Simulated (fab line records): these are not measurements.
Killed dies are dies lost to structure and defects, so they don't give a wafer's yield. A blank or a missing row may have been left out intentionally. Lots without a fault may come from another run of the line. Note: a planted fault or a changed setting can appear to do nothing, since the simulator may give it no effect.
Struck lot and sound lot, side by side -- flow sky130 -- 25 steps out of a route of 708
Sound: wafers L715.2, L715.3, L715.4. Struck: wafers L720.2, L720.3, L720.4. Last of all comes the cause.
For every step that has rows: the tool of each side, followed by ch and its chambers, followed by its first start. Under that, the readings that differ: sound wafers -- struck wafers -- difference of the means -- sigmas: that difference in standard deviations of wafers without a fault.
alike: readings with means less than 2 such deviations apart, plus words and numbers identical on both sides. not compared: withheld readings, readings lacking a value on some wafer, bounds such as >300 that could conceal the same value, and numbers that have no deviation in the record and whose values overlap.
A row with sigmas, a row that says differs or no value, or rows on one side alone: a step with any of these is where the two part. Numbers that don't overlap but have no deviation are shown without sigmas and don't part them. Lack of a reading on every wafer of one side parts them only where that side has two or more wafers.

SKY_NWELL_RS_MEAS_31: measurement is done with a four-point probe.
  sound on film-metro-04, day 6 21:47; struck on film-metro-04, day 7 19:47
  alike: PWDE_RS
then, 7 steps without rows for these wafers: SKY_VT_ADJUST_HVTP_DEHYDRATE_00 (time 60 s); SKY_VT_ADJUST_HVTP_HMDS_01 (prime time 60 s); SKY_VT_ADJUST_HVTP_COAT_02 (resist thk 1140 nm); SKY_VT_ADJUST_HVTP_SOFTBAKE_03 (time 60 s); SKY_VT_ADJUST_HVTP_EXPOSE_04 (exposes mask HVTPM, target cd 380 nm); SKY_VT_ADJUST_HVTP_PEB_05; SKY_VT_ADJUST_HVTP_DEVELOP_06 (develop time 60 s).
SKY_VT_ADJUST_HVTP_CD_MEAS_07: the cd target is 380 nm.
  sound on cd-sem-02, day 7 17:25; struck on cd-sem-01, day 8 16:45
  alike: cd-nm
SKY_VT_ADJUST_HVTP_OVL_MEAS_08:
  sound on overlay-01, day 7 17:31; struck on overlay-01, day 8 16:52
  alike: VT_ADJUST_HVTP_OVL
then, 1 step without rows for these wafers: SKY_VT_ADJUST_HVTP_IMPLANT_09.
SKY_VT_ADJUST_HVTP_STRIP_10: strips in O2/N2.
  sound on plasma-asher-01 ch 0,1, day 7 17:41; struck on plasma-asher-01 ch 0,1, day 8 17:02
reading,sound,struck,difference,sigmas
chamber-pressure-mTorr (mTorr),1499.4 1500.7 1499.8,1500.2 1504.6 1507.3,+4.1,+3
oes-product-au (a.u.),0.715 0.710 0.715,0.913 0.883 0.890,+0.182,+42
strip-time-to-endpoint-s (s),14.11 14.12 14.12,- - -,no value on the struck wafers,
model.NOVOLAK_of_VT_ADJUST_HVTP_COAT_02.thk-nm (nm),0 0 0,808.7 807.5 809.4,+808.5,
  alike: drypump-motor-current-A
  not compared: rf-hours-counter-h
SKY_VT_ADJUST_HVTP_TW_MEAS_11:
  sound on film-metro-04, day 7 17:48; struck on film-metro-04, day 8 17:09
  alike: VT_ADJUST_HVTP_TW
then, 7 steps without rows for these wafers: SKY_VT_ADJUST_LVTN_DEHYDRATE_00 (time 60 s); SKY_VT_ADJUST_LVTN_HMDS_01 (prime time 60 s); SKY_VT_ADJUST_LVTN_COAT_02 (resist thk 3000 nm); SKY_VT_ADJUST_LVTN_SOFTBAKE_03; SKY_VT_ADJUST_LVTN_EXPOSE_04 (exposes mask NWM COMPLEMENT LESS NATIVE, target cd 840 nm); SKY_VT_ADJUST_LVTN_PEB_05; SKY_VT_ADJUST_LVTN_DEVELOP_06 (develop time 60 s).
SKY_VT_ADJUST_LVTN_OVL_MEAS_07:
  sound on overlay-02, day 8 14:14; struck on overlay-01, day 9 14:41
  alike: VT_ADJUST_LVTN_OVL
then, 1 step without rows for these wafers: SKY_VT_ADJUST_LVTN_IMPLANT_08.
SKY_VT_ADJUST_LVTN_STRIP_09: strips in O2/N2.
  sound on plasma-asher-01 ch 0,1, day 8 14:25; struck on plasma-asher-01 ch 0,1, day 9 14:52
reading,sound,struck,difference,sigmas
strip-time-to-endpoint-s (s),37.02 37.05 36.94,48.86 48.84 48.87,+11.85,+99 or more
  alike: chamber-pressure-mTorr, drypump-motor-current-A, oes-product-au
  not compared: rf-hours-counter-h
SKY_VT_ADJUST_LVTN_TW_MEAS_10:
  sound on film-metro-02, day 8 14:32; struck on film-metro-04, day 9 14:58
reading,sound,struck,difference,sigmas
VT_ADJUST_LVTN_TW,238.2 238.5 236.6,30.0 30.2 30.0,-207.7,-87
then, 1 step without rows for these wafers: SKY_VT_ADJUST_LVTN_DEHYDRATE_11 (time 60 s).

== WHERE THEY PART ==
First at SKY_VT_ADJUST_HVTP_STRIP_10; last, within this record, at SKY_VT_ADJUST_LVTN_TW_MEAS_10.

WHY: what had been put in by the simulator
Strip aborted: plasma-asher-01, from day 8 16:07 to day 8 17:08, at SKY_VT_ADJUST_HVTP_STRIP_10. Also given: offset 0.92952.
